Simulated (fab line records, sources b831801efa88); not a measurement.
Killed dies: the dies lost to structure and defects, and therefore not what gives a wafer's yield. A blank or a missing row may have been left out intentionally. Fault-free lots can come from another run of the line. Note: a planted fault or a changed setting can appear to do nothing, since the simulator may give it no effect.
fab line records | flow sky130
record lots=24 wafers=72 lastDay=50
route steps=708 shown LI_CONTACT@386 CONTACT@425 METAL2@483 VIA2@520
lots untouched by any fault: they come from a run of this same line in which no faults occurred
startH: hours from the record's opening day to when the first of the lot's shown wafers began | waitH: hours since the lot's step before | " same as the row above | L1.1+2: several wafers, shown together as one row | - no value, or no start given | * or withheld: withheld | < > ~ a bound
route shown NAME@n: names a module that has steps shown in the file, with the first one's number in the route | usual: average and standard deviation across the fault-free wafers | same: alike in all rows | chamber/n: place in a boat | sites: per-site readings | _std_site: their standard deviation | _edge_site: mean of outer sites minus mean of inner sites | radiusMm: how far each site lies from the wafer's centre | mask NAME#n: copy n | behind: the most recent tool/chamber to have shaped the wafer | hold: cause of the lot's hold/its duration in hours/its outcome | device: transistor that didn't switch, given as n, p or np | end of line: the same wafers' tests at the end of the route | a step given without rows: its recipe and nothing more | killed: dies lost to structure and defects at the first sort, not the wafer's yield | map: shows each die of a wafer: x if killed, . if not, _ if none is there
set.NAME: the setting as run; set.NAME@STEP: as run at that earlier step | model.NAME: the simulator's own value behind a step, which no gauge read
the route's steps for a sample of lots (tables are steps, rows are wafers)
services: when a tool's chamber went out of use (startH, in hours from the record's first day, below 0 if earlier), for how many hours, and the reason
## steps
# step SKY_LI_CONTACT_CMP_24
# recipe stopOn=PSG tOverpolishS=20 downForcePsi=3.5 platenRpm=60 targetThkNm=0 padVelocityMS=0.94248
# usual headPressurePsi=3.499/0.0078 motorCurrentA=11.1/1.1 overpolishRunS=20.000/0.009 retainingRingPressureFrac=1.000/0.0048 timeToEndpointS=96/4.6
# columns lot.wafer tool chamber startH waitH headPressurePsi motorCurrentA overpolishRunS retainingRingPressureFrac timeToEndpointS
L075.2 cmp-01 0 670.47 0.0 3.519 11.6 19.996 0.990 94
L075.3 " 1 " " 3.487 9.7 19.996 1.010 93
L075.6 " 0 " " 3.512 11.9 19.979 1.001 91
L074.1 cmp-01 3 671.88 0.2 3.507 10.3 19.990 1.003 97
L074.6 " 0 " " 3.508 11.7 19.996 0.998 93
L074.5 " 1 " " 3.493 9.9 20.005 1.001 97
L076.1 cmp-02 3 714.47 0.1 3.511 11.4 19.996 0.996 96
L076.4 " 1 " " 3.499 9.6 20.004 0.997 89
L076.5 " 3 " " 3.489 10.8 19.992 1.007 100
L077.2 cmp-01 1 715.64 0.0 3.498 9.7 19.993 1.000 95
L077.1 " 2 " " 3.502 12.6 20.005 1.012 94
L077.4 " 0 " " 3.494 12.2 19.997 0.997 93
L078.4 cmp-01 3 796.42 0.0 3.492 10.5 19.987 0.997 94
L078.2 " 1 " " 3.494 9.9 20.003 1.000 98
L078.1 " 2 " " 3.491 13.0 20.020 0.996 94
L079.2 cmp-01 2 798.71 0.1 3.510 12.9 19.990 0.991 96
L079.1 " 1 " " 3.490 10.4 20.004 0.994 94
L079.6 " 3 " " 3.502 11.1 20.018 0.988 95
L080.2 cmp-02 3 799.81 0.0 3.491 11.5 20.006 0.996 97
L080.3 " 0 " " 3.497 10.3 19.998 1.002 98
L080.4 " 1 " " 3.499 10.3 20.004 1.003 90
L083.1 cmp-01 1 801.03 0.1 3.500 10.2 19.997 0.992 101
L083.4 " 2 " " 3.494 13.2 19.986 0.999 94
L083.5 " 1 " " 3.495 9.5 20.010 1.001 101
L085.4 cmp-01 0 801.33 0.2 3.486 12.4 20.001 1.002 91
L085.3 " 2 " " 3.517 12.5 20.004 1.000 92
L085.6 " 1 " " 3.502 10.1 20.012 1.004 92
L081.4 cmp-01 2 802.12 0.0 3.505 13.3 19.988 1.001 91
L081.3 " 3 " " 3.483 10.5 19.988 0.999 93
L081.1 " 0 " " 3.490 12.2 19.988 0.997 94
L084.4 cmp-02 2 803.10 0.0 3.511 10.7 19.999 0.996 95
L084.2 " 3 " " 3.487 12.3 20.004 1.008 103
L084.3 " 0 " " 3.497 9.8 20.020 1.004 101
L082.1 cmp-02 3 804.08 0.1 3.495 11.6 20.005 1.011 103
L082.4 " 0 " " 3.513 10.3 20.001 0.999 106
L082.5 " 2 " " 3.492 11.0 19.991 0.991 97
L086.3 cmp-01 0 805.98 0.1 3.491 11.7 20.003 0.999 88
L086.4 " 1 " " 3.498 9.7 19.988 1.006 94
L086.1 " 2 " " 3.494 12.8 20.000 1.008 89
L088.3 cmp-02 0 809.24 0.0 3.507 10.0 19.988 0.997 105
L088.4 " 2 " " 3.488 10.6 20.007 1.005 90
L088.6 " 1 " " 3.504 10.8 20.014 0.999 91
L087.4 cmp-02 3 810.59 0.0 3.509 11.2 19.987 1.000 104
L087.3 " 1 " " 3.493 10.3 20.014 0.996 93
L087.1 " 2 " " 3.524 10.5 20.018 0.997 96
L089.2 cmp-01 1 811.39 0.0 3.489 9.8 19.988 1.000 97
L089.1 " 2 " " 3.495 13.0 19.990 1.002 93
L089.5 " 2 " " 3.506 12.6 20.006 1.001 89
L090.1 cmp-01 2 812.13 0.1 3.496 12.9 19.993 1.001 93
L090.4 " 0 " " 3.497 11.4 19.991 0.993 92
L090.5 " 2 " " 3.499 12.6 19.991 1.000 94
L091.1 cmp-01 3 812.48 0.1 3.504 10.9 19.988 1.002 93
L091.4 " 0 " " 3.500 12.6 19.993 1.000 98
L091.2 " 1 " " 3.500 9.9 20.001 0.999 98
L092.4 cmp-02 1 813.62 0.0 3.503 10.3 19.987 0.995 93
L092.3 " 3 " " 3.493 11.5 20.005 0.996 106
L092.1 " 0 " " 3.499 9.5 20.001 1.003 104
L093.2 cmp-02 2 822.18 0.2 3.491 10.4 19.988 0.995 92
L093.5 " 3 " " 3.512 11.6 19.981 1.004 104
L093.6 " 0 " " 3.492 9.6 20.007 1.007 102
L094.1 cmp-02 3 824.49 0.1 3.511 11.8 20.001 1.002 102
L094.3 " 2 " " 3.498 10.9 20.002 0.999 89
L094.6 " 3 " " 3.502 11.0 20.002 1.006 100
L095.1 cmp-01 0 828.24 0.1 3.502 12.6 19.997 1.002 93
L095.4 " 1 " " 3.497 10.6 19.996 0.998 95
L095.5 " 2 " " 3.508 13.5 19.991 1.002 93
L096.2 cmp-02 1 836.09 0.1 3.504 10.3 19.980 0.999 89
L096.4 " 2 " " 3.501 10.8 20.002 1.005 89
L096.5 " 0 " " 3.494 10.0 20.001 1.002 102
L097.4 cmp-01 3 849.52 0.0 3.501 10.5 20.003 1.005 95
L097.3 " 2 " " 3.493 13.5 20.017 1.005 94
L097.6 " 3 " " 3.497 10.7 20.012 1.005 95
# step SKY_CONTACT_STRIP_19
# recipe chemistry=O2/N2 powerW=1400 pressureMtorr=1500 platenTempC=withheld o2FlowSccm=3000 n2FlowSccm=300 overashFraction=0.5
# usual drypumpMotorCurrentA=5.5/0.52 oesProductAu=0.381/0.0046 stripTimeToEndpointS=3.61/0.041
# columns lot.wafer tool chamber startH waitH drypumpMotorCurrentA oesProductAu rfHoursCounterH stripTimeToEndpointS
L075.2 plasmaAsher-03 1 729.88 - 4.9 0.382 31 3.60
L075.3 " 0 " " 5.8 0.383 - 3.56
L075.6 " 1 " " 4.9 0.380 - 3.63
L074.1 plasmaAsher-04 1 730.04 - 6.5 0.384 103 3.59
L074.5 " 0 " " 5.3 0.384 - 3.63
L074.6 " 1 " " 6.5 0.371 - 3.55
L076.1 plasmaAsher-03 0 772.24 - 5.8 0.376 35 3.52
L076.4 " 1 " " 4.9 0.379 - 3.61
L076.5 " 0 " " 5.8 0.375 - 3.58
L077.1 plasmaAsher-01 0 772.30 - 5.3 0.385 61 3.62
L077.2 " 1 " " 5.6 0.380 61 3.63
L077.4 " 1 " " 5.6 0.379 - 3.59
L078.1 plasmaAsher-03 0 851.33 - 5.8 0.385 44 3.61
L078.2 " 1 " " 5.0 0.379 44 3.62
L078.4 " 0 " " 5.8 0.385 - 3.59
L079.1 plasmaAsher-03 0 852.29 - 5.8 0.379 44 3.60
L079.2 " 1 " " 4.9 0.378 44 3.50
L079.6 " 1 " " 4.9 0.379 - 3.58
L080.2 plasmaAsher-04 1 853.44 - 6.5 0.381 12 3.61
L080.3 " 0 " " 5.3 0.392 - 3.62
L080.4 " 1 " " 6.5 0.385 - 3.52
L083.1 plasmaAsher-03 0 854.39 - 5.8 0.381 44 3.67
L083.4 " 0 " " 5.8 0.373 - 3.63
L083.5 " 1 " " 5.0 0.384 - 3.65
L085.3 plasmaAsher-04 1 854.78 - 6.5 0.381 - 3.55
L085.4 " 0 " " 5.2 0.378 - 3.59
L085.6 " 1 " " 6.5 0.382 - 3.59
L081.1 plasmaAsher-04 1 855.55 - 6.5 0.381 12 3.62
L081.3 " 0 " " 5.3 0.370 - 3.52
L081.4 " 1 " " 6.5 0.384 - 3.57
L084.2 plasmaAsher-03 1 855.99 - 4.9 0.377 45 3.64
L084.3 " 0 " " 5.8 0.386 - 3.66
L084.4 " 1 " " 5.0 0.380 - 3.64
L082.1 plasmaAsher-03 1 856.64 - 4.9 0.385 45 3.58
L082.4 " 1 " " 5.0 0.382 - 3.64
L082.5 " 0 " " 5.8 0.378 - 3.54
L086.1 plasmaAsher-03 0 860.09 - 5.8 0.382 45 3.59
L086.3 " 0 " " 5.8 0.386 - 3.65
L086.4 " 1 " " 4.9 0.378 - 3.54
L088.3 plasmaAsher-03 1 862.66 - 4.9 0.384 - 3.60
L088.4 " 0 " " 5.8 0.378 - 3.60
L088.6 " 1 " " 5.0 0.383 - 3.64
L087.1 plasmaAsher-04 1 863.88 - 6.5 0.388 13 3.63
L087.3 " 0 " " 5.3 0.384 - 3.67
L087.4 " 1 " " 6.5 0.383 - 3.62
L089.1 plasmaAsher-03 0 864.23 - 5.8 0.383 46 3.61
L089.2 " 1 " " 4.9 0.381 46 3.60
L089.5 " 0 " " 5.8 0.378 - 3.64
L090.1 plasmaAsher-03 1 864.62 - 4.9 0.385 46 3.63
L090.4 " 1 " " 4.9 0.393 - 3.62
L090.5 " 1 " " 4.9 0.385 - 3.65
L091.1 plasmaAsher-03 0 866.14 - 5.8 0.384 46 3.61
L091.2 " 1 " " 5.0 0.378 46 3.62
L091.4 " 1 " " 4.9 0.389 - 3.64
L092.1 plasmaAsher-04 1 867.68 - 6.5 0.382 14 3.64
L092.3 " 1 " " 6.5 0.388 - 3.62
L092.4 " 0 " " 5.2 0.385 - 3.68
L093.2 plasmaAsher-03 1 876.14 - 4.9 0.381 47 3.62
L093.5 " 1 " " 5.0 0.384 - 3.63
L093.6 " 0 " " 5.8 0.394 - 3.67
L094.1 plasmaAsher-03 0 878.18 - 5.8 0.384 48 3.62
L094.3 " 1 " " 5.0 0.377 - 3.60
L094.6 " 0 " " 5.8 0.379 - 3.59
L095.1 plasmaAsher-03 1 882.30 - 4.9 0.381 48 3.62
L095.4 " 0 " " 5.8 0.377 - 3.52
L095.5 " 0 " " 5.8 0.387 - 3.61
L096.2 plasmaAsher-03 1 888.80 - 4.9 0.376 49 3.62
L096.4 " 0 " " 5.8 0.385 - 3.59
L096.5 " 1 " " 4.9 0.394 - 3.65
L097.3 plasmaAsher-03 1 903.03 - 5.0 0.383 - 3.67
L097.4 " 0 " " 5.8 0.381 - 3.64
L097.6 " 0 " " 5.8 0.384 - 3.62
# step SKY_CONTACT_CVD_24
# recipe material=W targetThkNm=340 timeS=102.12 tempC=400 pressureTorr=40
# usual heaterPowerW=771/72
# columns lot.wafer tool chamber startH waitH heaterPowerW
L075.2 cvdW-02 1 730.54 0.0 880
L075.3 " 1 " " 867
L075.6 " 1 " " 883
L074.1 cvdW-01 1 730.70 0.0 744
L074.5 " 1 " " 743
L074.6 " 0 " " 697
L076.1 cvdW-02 1 772.90 0.0 890
L076.4 " 0 " " 740
L076.5 " 0 " " 729
L077.1 cvdW-01 0 772.95 0.0 704
L077.2 " 0 " " 690
L077.4 " 0 " " 704
L078.1 cvdW-01 1 851.98 0.0 759
L078.2 " 1 " " 769
L078.4 " 1 " " 748
L079.1 cvdW-01 1 852.95 0.0 737
L079.2 " 1 " " 751
L079.6 " 1 " " 758
L080.2 cvdW-02 0 854.10 0.0 750
L080.3 " 1 " " 867
L080.4 " 0 " " 744
L083.1 cvdW-01 0 855.05 0.0 696
L083.4 " 0 " " 694
L083.5 " 0 " " 706
L085.3 cvdW-02 1 855.44 0.1 877
L085.4 " 0 " " 751
L085.6 " 1 " " 878
L081.1 cvdW-02 1 856.20 0.0 878
L081.3 " 1 " " 884
L081.4 " 0 " " 735
L084.2 cvdW-02 1 856.65 0.0 884
L084.3 " 1 " " 880
L084.4 " 0 " " 728
L082.1 cvdW-02 0 857.35 0.1 735
L082.4 " 1 " " 885
L082.5 " 1 " " 870
L086.1 cvdW-01 1 860.75 0.0 735
L086.3 " 0 " " 697
L086.4 " 1 " " 751
L088.3 cvdW-02 0 863.32 0.1 726
L088.4 " 1 " " 895
L088.6 " 0 " " 729
L087.1 cvdW-02 1 864.87 0.0 875
L087.3 " 1 " " 868
L087.4 " 0 " " 725
L089.1 cvdW-01 1 865.03 0.0 764
L089.2 " 0 " " 688
L089.5 " 0 " " 679
L090.1 cvdW-02 1 865.37 0.0 883
L090.4 " 1 " " 908
L090.5 " 1 " " 868
L091.1 cvdW-01 1 867.14 0.0 742
L091.2 " 0 " " 696
L091.4 " 0 " " 696
L092.1 cvdW-02 0 868.35 0.0 742
L092.3 " 1 " " 892
L092.4 " 0 " " 740
L093.2 cvdW-02 0 876.80 0.0 734
L093.5 " 1 " " 883
L093.6 " 0 " " 729
L094.1 cvdW-01 0 878.86 0.0 696
L094.3 " 1 " " 746
L094.6 " 0 " " 673
L095.1 cvdW-02 1 882.95 0.0 875
L095.4 " 0 " " 732
L095.5 " 0 " " 721
L096.2 cvdW-01 0 889.45 0.0 704
L096.4 " 0 " " 675
L096.5 " 1 " " 753
L097.3 cvdW-01 0 909.14 5.1 684
L097.4 " 1 " " 748
L097.6 " 0 " " 696
# step SKY_METAL2_SPUTTER_00
# recipe material=Ti targetThkNm=15 powerW=3000 timeS=10 chamberPressurePa=0.4
# usual throttleValvePct=29.9/1.1
# columns lot.wafer tool chamber startH waitH throttleValvePct
L075.2 pvdSputter-04 - 788.73 0.1 30.7
L075.3 " - " " 30.1
L075.6 " - " " 29.0
L074.1 pvdSputter-01 - 788.87 0.2 28.8
L074.5 " - " " 30.4
L074.6 " - " " 28.7
L076.1 pvdSputter-03 - 829.01 0.1 31.3
L076.4 " - " " 31.4
L076.5 " - " " 29.8
L077.1 pvdSputter-04 - 829.31 0.2 29.8
L077.2 " - " " 30.2
L077.4 " - " " 28.9
L078.1 pvdSputter-03 - 910.01 0.2 31.7
L078.2 " - " " 31.2
L078.4 " - " " 31.4
L079.1 pvdSputter-01 - 910.29 0.2 30.5
L079.2 " - " " 28.8
L079.6 " - " " 28.7
L080.2 pvdSputter-01 - 910.59 0.2 30.4
L080.3 " - " " 28.9
L080.4 " - " " 28.6
L083.1 pvdSputter-04 - 910.61 0.1 29.0
L083.4 " - " " 30.0
L083.5 " - " " 30.8
L085.3 pvdSputter-03 - 910.89 0.2 31.3
L085.4 " - " " 31.8
L085.6 " - " " 31.9
L081.1 pvdSputter-03 - 911.91 0.2 31.0
L081.3 " - " " 30.0
L081.4 " - " " 31.2
L084.2 pvdSputter-01 - 912.01 0.2 30.6
L084.3 " - " " 28.9
L084.4 " - " " 28.8
L082.1 pvdSputter-04 - 912.21 0.1 29.6
L082.4 " - " " 28.7
L082.5 " - " " 30.1
L086.1 pvdSputter-03 - 914.69 0.2 31.7
L086.3 " - " " 31.8
L086.4 " - " " 31.4
L088.3 pvdSputter-04 - 917.08 0.1 28.9
L088.4 " - " " 30.4
L088.6 " - " " 28.7
L087.1 pvdSputter-01 - 917.43 0.2 30.4
L087.3 " - " " 28.9
L087.4 " - " " 28.9
L089.1 pvdSputter-01 - 918.68 0.1 30.7
L089.2 " - " " 28.7
L089.5 " - " " 28.8
L090.1 pvdSputter-04 - 919.88 0.2 29.8
L090.4 " - " " 30.4
L090.5 " - " " 30.6
L091.1 pvdSputter-01 - 920.18 0.1 30.7
L091.2 " - " " 28.7
L091.4 " - " " 28.8
L092.1 pvdSputter-04 - 921.43 0.2 30.0
L092.3 " - " " 30.5
L092.4 " - " " 29.9
L093.2 pvdSputter-01 - 930.23 0.1 28.4
L093.5 " - " " 28.6
L093.6 " - " " 28.8
L094.1 pvdSputter-01 - 932.47 0.1 28.7
L094.3 " - " " 28.7
L094.6 " - " " 30.7
L095.1 pvdSputter-03 - 935.07 0.1 31.5
L095.4 " - " " 30.1
L095.5 " - " " 31.9
L096.2 pvdSputter-01 - 942.62 0.1 30.2
L096.4 " - " " 28.6
L096.5 " - " " 30.3
L097.3 pvdSputter-01 - 960.34 0.2 28.6
L097.4 " - " " 28.9
L097.6 " - " " 30.6
# step SKY_VIA2_OVL_MEAS_13
# usual VIA2_OVL=-2/6
# columns lot.wafer tool chamber startH waitH VIA2_OVL[nm]
L075.2 overlay-02 - 841.72 0.1 -2
L075.3 " - " " -10
L075.6 " - " " -5
L074.1 overlay-02 - 842.22 0.1 -6
L074.5 " - " " -2
L074.6 " - " " 1
L076.1 overlay-01 - 882.48 0.1 6
L076.4 " - " " -3
L076.5 " - " " 0
L077.1 overlay-01 - 883.16 0.1 -4
L077.2 " - " " -4
L077.4 " - " " -3
L078.1 overlay-02 - 960.28 0.1 -15
L078.2 " - " " -9
L078.4 " - " " -9
L079.1 overlay-02 - 961.36 0.1 13
L079.2 " - " " 3
L079.6 " - " " 2
L080.2 overlay-01 - 961.39 0.1 0
L080.3 " - " " 5
L080.4 " - " " 4
L083.1 overlay-02 - 961.73 0.1 -7
L083.4 " - " " -10
L083.5 " - " " -7
L085.3 overlay-02 - 962.19 0.1 -1
L085.4 " - " " 5
L085.6 " - " " -3
L081.1 overlay-01 - 962.76 0.1 -6
L081.3 " - " " -6
L081.4 " - " " -10
L084.2 overlay-01 - 962.89 0.1 4
L084.3 " - " " -2
L084.4 " - " " 8
L082.1 overlay-02 - 963.83 0.1 -1
L082.4 " - " " -2
L082.5 " - " " -3
L086.1 overlay-01 - 966.41 0.1 7
L086.3 " - " " 1
L086.4 " - " " 5
L088.3 overlay-02 - 968.04 0.1 3
L088.4 " - " " 2
L088.6 " - " " 4
L087.1 overlay-01 - 968.66 0.1 -9
L087.3 " - " " -1
L087.4 " - " " -3
L089.1 overlay-01 - 970.04 0.1 1
L089.2 " - " " 10
L089.5 " - " " 4
L090.1 overlay-01 - 970.36 0.1 -12
L090.4 " - " " -9
L090.5 " - " " -17
L091.1 overlay-01 - 970.71 0.1 -2
L091.2 " - " " 3
L091.4 " - " " -2
L092.1 overlay-01 - 972.01 0.1 -1
L092.3 " - " " 6
L092.4 " - " " 2
L093.2 overlay-01 - 979.22 0.1 -10
L093.5 " - " " -8
L093.6 " - " " -9
L094.1 overlay-02 - 982.13 0.1 -2
L094.3 " - " " -1
L094.6 " - " " -2
L095.1 overlay-01 - 984.38 0.1 -3
L095.4 " - " " -9
L095.5 " - " " -5
L096.2 overlay-02 - 991.43 0.1 -6
L096.4 " - " " -8
L096.5 " - " " -9
L097.3 overlay-01 - 1007.79 0.1 -4
L097.4 " - " " 2
L097.6 " - " " 0
# step SKY_VIA2_CMP_24
# recipe stopOn=SiO2 tOverpolishS=20 downForcePsi=3.5 platenRpm=60 targetThkNm=0 padVelocityMS=0.94248
# usual headPressurePsi=3.500/0.0066 motorCurrentA=11.0/1.1 overpolishRunS=20.000/0.0095 retainingRingPressureFrac=1.000/0.0051 timeToEndpointS=102/5.4
# columns lot.wafer tool chamber startH waitH headPressurePsi motorCurrentA overpolishRunS retainingRingPressureFrac timeToEndpointS
L075.2 cmp-01 3 842.92 0.1 3.499 10.7 19.995 0.999 100
L075.3 " 0 " " 3.511 11.6 19.999 0.995 100
L075.6 " 1 " " 3.500 10.1 19.979 1.000 100
L074.1 cmp-02 3 843.38 0.1 3.487 11.6 20.006 1.003 105
L074.6 " 2 " " 3.499 10.4 20.002 1.004 98
L074.5 " 3 " " 3.487 11.8 20.014 0.994 107
L076.4 cmp-02 3 883.58 0.0 3.505 11.7 19.992 1.009 110
L076.1 " 2 " " 3.494 11.3 19.990 1.003 94
L076.5 " 3 " " 3.502 11.5 20.005 1.003 106
L077.1 cmp-02 0 884.27 0.1 3.508 9.9 19.992 1.002 109
L077.2 " 1 " " 3.503 10.1 20.011 1.006 93
L077.4 " 2 " " 3.495 10.5 20.005 0.997 97
L078.4 cmp-02 0 961.73 0.0 3.507 10.1 20.005 1.002 112
L078.2 " 1 " " 3.504 10.6 20.007 1.004 97
L078.1 " 2 " " 3.498 11.2 20.002 0.998 99
L080.2 cmp-02 0 962.96 0.0 3.503 9.7 20.009 1.006 110
L080.4 " 2 " " 3.498 11.1 20.001 1.005 98
L080.3 " 3 " " 3.506 11.0 20.004 1.007 109
L079.2 cmp-02 2 963.31 0.2 3.498 10.6 20.015 0.997 99
L079.1 " 3 " " 3.496 12.0 19.995 1.005 111
L079.6 " 1 " " 3.485 10.5 20.006 1.005 99
L083.4 cmp-01 3 963.39 0.3 3.505 10.5 20.018 1.013 101
L083.1 " 0 " " 3.497 12.0 20.008 1.003 99
L083.5 " 0 " " 3.502 11.6 19.985 0.998 97
L085.3 cmp-02 0 964.29 0.1 3.487 10.2 20.001 0.995 112
L085.4 " 1 " " 3.491 10.0 20.014 1.002 98
L085.6 " 0 " " 3.504 9.8 19.999 0.998 109
L081.3 cmp-01 2 964.34 0.1 3.503 13.0 19.995 1.005 97
L081.1 " 3 " " 3.511 10.9 19.988 1.002 101
L081.4 " 0 " " 3.489 12.6 20.008 0.998 99
L084.4 cmp-02 1 964.54 0.1 3.500 10.4 20.004 1.004 96
L084.2 " 3 " " 3.495 11.7 20.003 0.996 107
L084.3 " 0 " " 3.496 9.8 19.997 1.006 111
L082.1 cmp-02 2 965.07 0.1 3.495 10.7 19.990 0.994 100
L082.4 " 0 " " 3.495 9.7 19.981 1.004 113
L082.5 " 2 " " 3.495 11.3 19.990 0.996 103
L086.3 cmp-02 0 967.55 0.0 3.502 9.9 20.000 0.996 110
L086.1 " 1 " " 3.504 10.2 19.996 0.999 92
L086.4 " 3 " " 3.500 11.6 19.977 0.999 112
L088.4 cmp-01 0 969.17 0.0 3.513 12.6 19.988 1.002 97
L088.3 " 2 " " 3.510 12.9 19.990 0.999 94
L088.6 " 1 " " 3.505 9.8 20.004 1.004 97
L087.3 cmp-02 2 969.81 0.0 3.497 11.0 19.994 1.002 99
L087.4 " 3 " " 3.512 11.2 19.994 0.991 109
L087.1 " 1 " " 3.497 10.1 20.004 1.000 96
L089.2 cmp-01 2 971.18 0.0 3.501 13.6 19.997 0.988 101
L089.1 " 1 " " 3.497 10.1 19.990 0.996 103
L089.5 " 2 " " 3.496 13.2 20.014 0.993 102
L090.4 cmp-01 0 971.56 0.1 3.509 12.1 19.988 0.999 101
L090.1 " 2 " " 3.512 13.1 20.009 0.995 100
L090.5 " 0 " " 3.501 12.9 20.002 1.000 101
L091.1 cmp-02 0 972.11 0.3 3.504 9.8 19.996 0.992 112
L091.2 " 1 " " 3.484 10.3 19.997 0.994 97
L091.4 " 2 " " 3.502 10.7 19.985 0.999 101
L092.1 cmp-01 3 973.16 0.1 3.499 11.1 19.995 1.001 100
L092.4 " 0 " " 3.504 12.5 19.998 1.003 99
L092.3 " 1 " " 3.490 10.0 19.984 1.004 101
L093.2 cmp-02 0 980.43 0.1 3.494 9.7 20.009 0.995 109
L093.5 " 2 " " 3.499 10.7 19.999 1.007 97
L093.6 " 3 " " 3.509 11.7 19.993 0.998 107
L094.3 cmp-02 1 983.33 0.1 3.502 10.1 20.015 0.993 97
L094.1 " 2 " " 3.494 11.2 19.992 0.996 98
L094.6 " 3 " " 3.504 11.2 19.998 0.995 110
L095.4 cmp-01 3 985.68 0.1 3.497 10.5 19.989 0.996 101
L095.1 " 0 " " 3.495 11.9 20.012 1.002 102
L095.5 " 3 " " 3.518 10.7 19.991 0.993 102
L096.2 cmp-01 2 992.63 0.0 3.490 13.4 20.002 0.988 105
L096.4 " 0 " " 3.500 11.6 19.982 1.009 106
L096.5 " 3 " " 3.500 10.7 20.011 0.999 100
L097.3 cmp-01 1 1009.01 0.2 3.506 10.1 20.024 1.005 100
L097.4 " 3 " " 3.505 10.9 20.014 1.012 101
L097.6 " 2 " " 3.510 12.3 19.994 1.004 102
## services
# columns tool chamber startH hours kind
pvdSputter-01 - 647.49 3.3 repair
pvdSputter-01 - 660.96 4.3 repair
plasmaAsher-03 - 671.64 2.8 pm
cvdW-02 - 672.98 6.9 pm
pvdSputter-01 - 688.43 3.9 repair
pvdSputter-01 - 722.45 14.3 repair
cmp-02 - 744.04 4.0 pm
cvdW-01 1 769.64 14.5 repair
cmp-02 - 771.87 0.7 repair
cmp-01 - 781.09 6.2 pm
cmp-01 - 797.86 0.8 repair
cmp-01 - 831.85 10.3 pm
cmp-02 - 847.73 0.8 repair
cvdW-01 0 850.59 3.9 repair
cvdW-01 - 855.16 2.8 pm
cvdW-01 - 902.20 6.9 pm
cvdW-02 - 904.00 14.0 pm
cmp-01 - 912.01 4.0 pm
cvdW-02 - 918.00 4.3 pm
cmp-01 - 971.82 1.0 repair
cmp-01 - 975.98 3.0 repair
plasmaAsher-03 - 980.89 3.3 repair
cvdW-02 - 1005.66 2.8 pm
cmp-02 - 1008.72 4.3 pm
## key
fault none
